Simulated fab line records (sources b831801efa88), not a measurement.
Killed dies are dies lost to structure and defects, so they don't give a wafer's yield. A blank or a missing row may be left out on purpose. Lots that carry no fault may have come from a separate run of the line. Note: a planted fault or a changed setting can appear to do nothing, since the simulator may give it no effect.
One fault seen from 2 desks    flow gf180mcu    each desk holds nothing but its own numbers, with what lay behind them at the end

== METROLOGY DESK ==
What the gauges read for every lot (on any tool): the sampled wafers with a number, averaged. If a lot's mean is further than 4 standard deviations from the usual mean, the lot is out of limits and carries the mark OUT (the distance appears in the brackets).
Columns: A = MIM_ALCU_THK at GF_MIM_THK_MEAS_11, usual 200.7 nm; B = V5_CVD_02_THK at GF_V5_THK_MEAS_03, usual 1452 nm; C = cdNm at GF_V5_CD_MEAS_14, usual 259.8 nm
lot   first seen here  A      B     C
L914  day 24 21:55     197.3  1461  258.7
L915  day 25 04:21     198.5  1457  259.0
L916  day 25 13:05     201.7  1447  259.0
L917  day 26 07:17     198.5  1454  259.9
L920  day 27 07:10     201.9  1437  260.7
L921  day 27 09:45     198.2  1456  259.1
L926  day 28 18:55     200.7  1456  260.3
L927  day 29 07:02     203.0  1493  259.1
L928  day 29 17:53     201.7  1502  261.4
L931  day 30 06:30     202.0  1444  259.6
L933  day 30 17:12     202.7  1449  260.3
L935  day 31 03:05     198.3  1438  261.2
This desk's verdict: no lot among the 12 shows anything out of limits.

== AT THE TOOL OWNER'S DESK: pecvd-04 ==
The tool's own readings at GF_V5_CVD_02 (deposits SiO2 from TEOS, target thk 1450 nm, time 163.28 s): means of the sampled wafers that have a number, for each lot that ran on this tool. If a lot's mean is further than 4 standard deviations from the usual mean, the lot is out of limits and carries the mark OUT (the distance appears in the brackets).
Columns: A = heaterPowerOuterW at GF_V5_CVD_02, usual 346 W; B = heaterPowerW at GF_V5_CVD_02, usual 599 W
lot   first seen here  A    B
L914  day 26 17:03     311  595
L916  day 27 06:57     370  631
L917  day 28 00:33     312  588
L920  day 28 23:36     345  602
L926  day 30 09:32     373  636
L927  day 30 21:52     354  621
L928  day 31 06:17     326  561
This desk's verdict: no lot among the 7 shows anything out of limits.

== ALL TOGETHER ==
From the metrology desk's view, nothing was out of limits.
Nothing out of limits was seen by the tool owner's desk.

== WHAT HAD BEEN PUT IN BY THE SIMULATOR ==
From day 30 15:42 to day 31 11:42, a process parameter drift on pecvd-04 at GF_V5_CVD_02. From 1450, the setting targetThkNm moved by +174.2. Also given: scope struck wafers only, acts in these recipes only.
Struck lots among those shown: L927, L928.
